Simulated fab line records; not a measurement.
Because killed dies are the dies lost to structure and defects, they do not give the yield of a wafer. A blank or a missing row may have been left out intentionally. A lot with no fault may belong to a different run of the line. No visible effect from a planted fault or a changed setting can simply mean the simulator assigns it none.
fab line records | flow sky130
[record] lots = 11 wafers = 33 last_day = 50
route steps=708 shown VT_ADJUST_HVTR@138 VT_ADJUST_PCH@152 GATE_OXIDE@188
lots that met no fault: from a run of the same line without faults
start_h: hours from the record's first day to the start of the lot's first wafer shown | wait_h: hours elapsed since this lot's preceding step | " as in the row above | L1.1+2: several wafers, shown together as one row | - value missing, or start not given | * or withheld: withheld | < > ~ a bound
route shown NAME@n: a module of which the file shows steps, and the number in the route of the first | usual: mean/standard deviation of fault-free wafers | same: alike in all rows | chamber/n: place in a boat | sites: each site's reading | _std_site: their standard deviation | _edge_site: the outer-site mean with the inner-site mean subtracted | radius_mm: how far each site lies from the wafer's centre | mask NAME#n: copy n | behind: the last tool/chamber to shape the wafer | hold: the reason the lot was held/the length of the hold in hours/how it ended | device: which transistor (n, p or np) failed to switch | end of line: the same wafers' tests at the end of the route | a step with no rows: only its recipe | killed: at the first sort, the dies lost to defects and structure; wafer yield is something else | map: dies across one wafer; x = killed, . = not, _ = none there
set.NAME: the setting as run; set.NAME@STEP: as run at that earlier step | model.NAME: the simulator's own value behind a step, which no gauge read
route steps across a sampled set of lots; one table per step, one row per wafer
services: when a tool's chamber went out of use (start_h, in hours from the record's first day, below 0 if earlier), for how many hours, and the reason
[[steps]]
[step SKY_VT_ADJUST_HVTR_CD_MEAS_07]
[recipe] target_cd_nm = 380
[usual] cd_nm = 379.9/2.1
// columns lot.wafer tool chamber start_h wait_h cd_nm
L417.2 cd_sem-02 - 208.38 0.1 379.3
L417.3 " - " " 379.5
L417.4 " - " " 379.1
L419.3 cd_sem-02 - 225.42 0.1 381.0
L419.4 " - " " 382.0
L419.5 " - " " 379.2
L420.3 cd_sem-02 - 229.35 0.1 381.7
L420.5 " - " " 383.4
L420.6 " - " " 381.9
L422.1 cd_sem-01 - 250.93 0.1 380.5
L422.3 " - " " 383.4
L422.5 " - " " 381.7
L424.1 cd_sem-01 - 265.03 0.1 378.9
L424.2 " - " " 378.1
L424.3 " - " " 379.6
L426.1 cd_sem-01 - 276.01 0.1 377.4
L426.3 " - " " 375.6
L426.4 " - " " 376.5
L427.2 cd_sem-01 - 284.65 0.1 379.3
L427.3 " - " " 377.9
L427.4 " - " " 377.7
L436.3 cd_sem-02 - 349.11 0.1 381.4
L436.5 " - " " 379.3
L436.6 " - " " 382.7
L437.1 cd_sem-01 - 360.47 0.1 384.7
L437.2 " - " " 380.7
L437.6 " - " " 380.7
L438.1 cd_sem-01 - 374.16 0.1 380.9
L438.3 " - " " 379.7
L438.5 " - " " 379.4
L439.2 cd_sem-02 - 382.25 0.1 383.0
L439.3 " - " " 381.2
L439.5 " - " " 382.4
[step SKY_VT_ADJUST_PCH_STRIP_09]
[recipe] chemistry = O2/N2 power_w = 1400 pressure_mtorr = 1500 platen_temp_c = withheld o2_flow_sccm = 3000 n2_flow_sccm = 300 overash_fraction = 0.5
[usual] drypump_motor_current_A = 5.4/0.69 oes_product_au = 0.722/0.0042 strip_time_to_endpoint_s = 36.92/0.14
// columns lot.wafer tool chamber start_h wait_h drypump_motor_current_A oes_product_au rf_hours_counter_h strip_time_to_endpoint_s
L417.2 plasma_asher-04 0 231.47 0.1 6.3 0.726 12 36.82
L417.3 " 1 " " 4.8 0.720 - 36.86
L417.4 " 0 " " 6.3 0.722 - 36.85
L419.3 plasma_asher-04 0 249.35 0.1 6.3 0.722 - 36.83
L419.4 " 1 " " 4.8 0.719 - 36.85
L419.5 " 0 " " 6.3 0.723 - 36.80
L420.3 plasma_asher-04 1 253.23 0.1 4.7 0.717 - 37.02
L420.5 " 0 " " 6.3 0.720 - 36.98
L420.6 " 1 " " 4.7 0.715 - 37.08
L422.1 plasma_asher-02 0 274.80 0.1 4.8 0.720 47 36.70
L422.3 " 0 " " 4.8 0.718 - 36.65
L422.5 " 0 " " 4.8 0.723 - 36.76
L424.1 plasma_asher-02 1 290.20 0.1 5.0 0.724 49 36.96
L424.2 " 0 " " 4.8 0.723 49 36.99
L424.3 " 1 " " 5.0 0.720 - 36.90
L426.1 plasma_asher-02 1 302.07 0.1 5.1 0.720 50 37.12
L426.3 " 1 " " 5.0 0.714 - 36.96
L426.4 " 0 " " 4.8 0.722 - 37.14
L427.2 plasma_asher-02 1 310.90 0.1 5.1 0.725 51 37.30
L427.3 " 1 " " 5.1 0.721 - 37.26
L427.4 " 0 " " 4.8 0.728 - 37.19
L436.3 plasma_asher-04 0 377.21 0.1 6.4 0.722 - 36.82
L436.5 " 0 " " 6.4 0.717 - 37.03
L436.6 " 1 " " 4.7 0.722 - 36.85
L437.1 plasma_asher-02 1 389.53 0.1 5.1 0.718 59 37.00
L437.2 " 0 " " 4.8 0.718 59 36.95
L437.6 " 1 " " 5.1 0.725 - 36.96
L438.1 plasma_asher-04 0 404.08 0.1 6.3 0.720 28 37.15
L438.3 " 0 " " 6.3 0.720 - 37.10
L438.5 " 0 " " 6.3 0.731 - 37.07
L439.2 plasma_asher-01 0 410.60 0.1 5.9 0.715 71 36.99
L439.3 " 1 " " 6.7 0.723 - 36.81
L439.5 " 1 " " 6.7 0.718 - 36.92
[step SKY_GATE_OXIDE_OXIDATION_01]
[recipe] temp_c = 900 ambient = O2 stabilise_s = 600 purge_s = 300 target_thk_a = 102.68 ox_time_s = 1473
[usual] spike_tc_bottom_C = 918.2/1.5 spike_tc_centre_C = 899.5/2.4 spike_tc_lower_C = 900.3/1.2 spike_tc_top_C = 906.0/2.9 spike_tc_upper_C = 900.4/1.5 tube_center_temp_C = 899.99/0.083 tube_center_temp_C_max = 902.3/0.41 zone_power_centre_pct = 19.1/1 zone_power_lower_pct = 18.77/0.2 zone_power_top_pct = 35.9/1.5 zone_power_upper_pct = 18.5/0.53
// columns lot.wafer tool chamber start_h wait_h spike_tc_bottom_C spike_tc_centre_C spike_tc_lower_C spike_tc_top_C spike_tc_upper_C tube_center_temp_C tube_center_temp_C_max zone_power_centre_pct zone_power_lower_pct zone_power_top_pct zone_power_upper_pct
L417.2 furnace-02 0 291.63 0.7 918.7 902.3 902.2 908.8 897.7 900.04 902.1 17.9 18.67 34.3 18.0
L417.3 " 0 " " 917.8 901.7 901.0 907.6 898.7 899.9 901.9 17.9 18.82 34.5 17.7
L417.4 " 0 " " 918.4 901.8 900.0 908.2 897.5 899.99 901.8 18.1 19.00 34.3 17.9
L419.3 furnace-02 0 305.07 1.7 919.9 898.6 900.4 910.1 900.3 899.94 902.0 18.4 18.72 34.1 17.9
L419.4 " 0 " " 919.5 903.7 901.4 909.5 897.9 900.08 902.4 18.3 18.86 34.3 18.1
L419.5 " 0 " " 920.3 901.4 900.7 910.8 898.9 900.12 902.3 18.3 18.53 35.0 17.9
L420.3 furnace-01 0 309.70 0.0 918.5 895.7 899.7 903.4 902.3 900.11 901.8 20.2 18.77 36.8 18.8
L420.5 " 0 " " 916.0 898.7 898.6 903.6 899.8 899.91 903.0 19.9 18.92 36.9 19.1
L420.6 " 0 " " 917.4 897.6 902.5 902.5 900.5 900.08 902.1 20.1 18.69 37.3 19.0
L422.1 furnace-02 0 337.51 1.8 920.0 903.9 901.6 908.7 900.4 900.06 902.8 18.0 18.53 34.1 17.9
L422.3 " 0 " " 919.5 900.5 902.6 909.5 900.8 900.05 902.4 18.0 18.61 34.5 18.2
L422.5 " 0 " " 919.8 901.2 901.1 907.7 898.6 900.02 902.6 17.9 18.57 34.3 18.1
L424.1 furnace-01 0 350.86 1.5 918.6 897.0 898.9 902.6 900.9 899.8 902.1 20.0 18.94 37.3 18.8
L424.2 " 0 " " 917.1 898.7 900.3 903.8 900.0 899.91 902.3 20.3 18.91 37.0 19.2
L424.3 " 0 " " 916.2 897.5 900.6 904.2 901.1 899.88 902.0 19.7 19.13 38.0 19.1
L426.1 furnace-01 0 363.76 0.7 960.9 940.9 941.2 945.0 944.2 942.39 944.7 22.8 21.04 40.6 21.1
L426.3 " 0 " " 960.6 938.0 942.7 945.9 941.6 942.5 945.0 22.2 20.88 40.7 21.4
L426.4 " 0 " " 958.8 939.1 942.0 944.9 942.5 942.49 944.3 22.7 20.88 40.3 21.3
L427.2 furnace-01 0 372.39 1.8 959.0 940.0 940.5 945.8 943.6 942.53 944.5 22.1 20.96 39.6 21.3
L427.3 " 0 " " 959.6 938.6 942.7 945.8 943.8 942.43 944.9 22.7 20.70 41.1 21.0
L427.4 " 0 " " 960.3 939.7 941.9 945.9 945.1 942.5 944.6 22.4 21.08 41.1 21.3
L436.3 furnace-01 0 443.46 0.0 917.1 895.5 900.0 902.4 901.9 899.91 902.1 20.1 19.14 37.3 19.2
L436.5 " 0 " " 916.4 896.5 900.4 901.8 901.3 899.92 902.7 20.0 18.66 37.0 19.0
L436.6 " 0 " " 918.7 897.8 898.5 904.1 902.0 899.97 902.5 19.5 18.50 37.8 19.0
L437.1 furnace-01 0 454.97 0.0 917.0 897.3 898.8 903.7 900.8 900.1 902.2 20.2 19.16 37.3 19.0
L437.2 " 0 " " 918.3 896.0 898.6 902.5 900.8 899.91 902.2 20.2 18.42 37.2 19.1
L437.6 " 0 " " 915.6 897.4 899.8 902.6 901.1 900.06 902.3 20.2 18.95 37.7 18.8
L438.1 furnace-02 0 470.04 1.4 920.3 903.4 902.3 907.7 899.0 899.99 902.8 17.8 18.72 34.5 18.2
L438.3 " 0 " " 919.8 902.0 901.4 908.8 900.4 900.02 902.0 18.0 18.85 34.0 18.2
L438.5 " 0 " " 917.6 901.1 900.4 907.2 898.9 900.07 902.0 18.2 18.55 34.6 18.5
L439.2 furnace-01 0 477.59 0.0 916.6 897.6 900.4 903.8 899.4 900.03 903.0 19.9 18.55 37.3 19.1
L439.3 " 0 " " 917.2 897.0 899.4 903.7 901.9 900.09 902.5 20.0 18.71 37.4 18.8
L439.5 " 0 " " 917.4 898.1 899.5 902.6 902.2 899.98 902.0 20.1 18.80 37.9 19.3
[step SKY_GATE_OXIDE_THK_MEAS_02]
[recipe] reads = SiO2_of_GATE_OXIDE_OXIDATION_01
[usual] GATE_OXIDE_OXIDATION_00_THK = 10.32/0.21
// columns lot.wafer tool chamber start_h wait_h GATE_OXIDE_OXIDATION_00_THK[nm]
L417.2 film_metro-03 - 293.05 0.0 10.33
L417.3 " - " " 10.26
L417.4 " - " " 10.24
L419.3 film_metro-03 - 306.50 0.0 10.22
L419.4 " - " " 10.21
L419.5 " - " " 10.32
L420.3 film_metro-02 - 311.13 0.0 10.14
L420.5 " - " " 10.10
L420.6 " - " " 9.87
L422.1 film_metro-04 - 338.92 0.0 10.57
L422.3 " - " " 10.63
L422.5 " - " " 10.49
L424.1 film_metro-03 - 352.27 0.0 10.23
L424.2 " - " " 10.16
L424.3 " - " " 10.24
L426.1 film_metro-02 - 365.17 0.0 15.99
L426.3 " - " " 15.77
L426.4 " - " " 15.78
L427.2 film_metro-03 - 373.81 0.0 16.21
L427.3 " - " " 16.32
L427.4 " - " " 16.21
L436.3 film_metro-04 - 444.89 0.0 10.04
L436.5 " - " " 10.10
L436.6 " - " " 10.06
L437.1 film_metro-04 - 456.44 0.1 10.73
L437.2 " - " " 10.55
L437.6 " - " " 10.63
L438.1 film_metro-04 - 471.45 0.0 10.30
L438.3 " - " " 10.22
L438.5 " - " " 10.18
L439.2 film_metro-02 - 479.01 0.0 10.37
L439.3 " - " " 10.58
L439.5 " - " " 10.70
[step SKY_GATE_OXIDE_OVL_MEAS_10]
[usual] GATE_OXIDE_OVL = 0.7/1.3
// columns lot.wafer tool chamber start_h wait_h GATE_OXIDE_OVL[nm]
L417.2 overlay-02 - 318.48 0.1 -0.3
L417.3 " - " " 0.9
L417.4 " - " " 0.7
L419.3 overlay-01 - 332.79 0.1 0.3
L419.4 " - " " -0.1
L419.5 " - " " -1.2
L420.3 overlay-02 - 337.49 0.1 -1.3
L420.5 " - " " -0.2
L420.6 " - " " -1.2
L422.1 overlay-02 - 366.67 0.1 2.3
L422.3 " - " " -1.5
L422.5 " - " " -0.3
L424.1 overlay-01 - 379.37 0.1 2.3
L424.2 " - " " 0.8
L424.3 " - " " 0.2
L426.1 overlay-02 - 393.61 0.1 1.7
L426.3 " - " " 1.6
L426.4 " - " " 0.2
L427.2 overlay-01 - 402.17 0.1 0.9
L427.3 " - " " 2.0
L427.4 " - " " 3.9
L436.3 overlay-02 - 475.59 0.1 -0.7
L436.5 " - " " 1.6
L436.6 " - " " 1.4
L437.1 overlay-01 - 487.72 0.1 0.8
L437.2 " - " " 0.7
L437.6 " - " " 0.3
L438.1 overlay-01 - 501.21 0.1 2.8
L438.3 " - " " 1.6
L438.5 " - " " 3.1
L439.2 overlay-01 - 509.78 0.1 -0.4
L439.3 " - " " 0.2
L439.5 " - " " 0.4
[[services]]
// columns tool chamber start_h hours kind
furnace-02 - 248.55 4.8 pm
plasma_asher-04 - 257.11 1.4 repair
furnace-01 - 257.38 3.8 pm
plasma_asher-04 - 273.62 1.5 repair
furnace-02 - 313.60 3.3 pm
plasma_asher-01 - 368.29 1.4 repair
plasma_asher-01 - 406.05 2.1 repair
plasma_asher-01 - 421.25 9.0 pm
plasma_asher-01 0 421.25 9.0 vent_cycle
plasma_asher-01 1 421.25 9.0 vent_cycle
furnace-01 - 425.61 3.2 pm
plasma_asher-01 0 430.25 - clean
plasma_asher-01 1 430.25 - clean
plasma_asher-04 - 443.65 4.9 repair
[[key]]
[first_sign] step = SKY_GATE_OXIDE_OXIDATION_01 reading = tube_center_temp_C direction = up sigmas = 99+ usual = * struck = *
[effect] step = SKY_GATE_OXIDE_OXIDATION_01 reading = tube_center_temp_C_max direction = up sigmas = 99+ usual = * struck = *
[effect] step = SKY_GATE_OXIDE_THK_MEAS_02 reading = GATE_OXIDE_OXIDATION_00_THK direction = up sigmas = 27 usual = 10.32 struck = 16.05
met_at SKY_GATE_OXIDE_OXIDATION_01
struck_lots L426,L427
tester_left_out L426,L427
not_acting_at SKY_VT_ADJUST_HVTR_CD_MEAS_07,SKY_VT_ADJUST_PCH_STRIP_09,SKY_GATE_OXIDE_OVL_MEAS_10
onset_between 350.86 363.76
[fault] kind = process_parameter_drift tool = furnace-01 chamber = - onset_h = 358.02 steps = SKY_GATE_OXIDE_OXIDATION_01 channel = temp_c offset = * shape = step end_h = 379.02 acts_in = * stated = *
// tester_left_out: of these lots the tester's yield and bins aren't shown, on N5 and GAA mostly nor the transistor test; their killed dies are dies lost to structure and defects alone, not to doping, threshold or leakage, so they don't give the yield
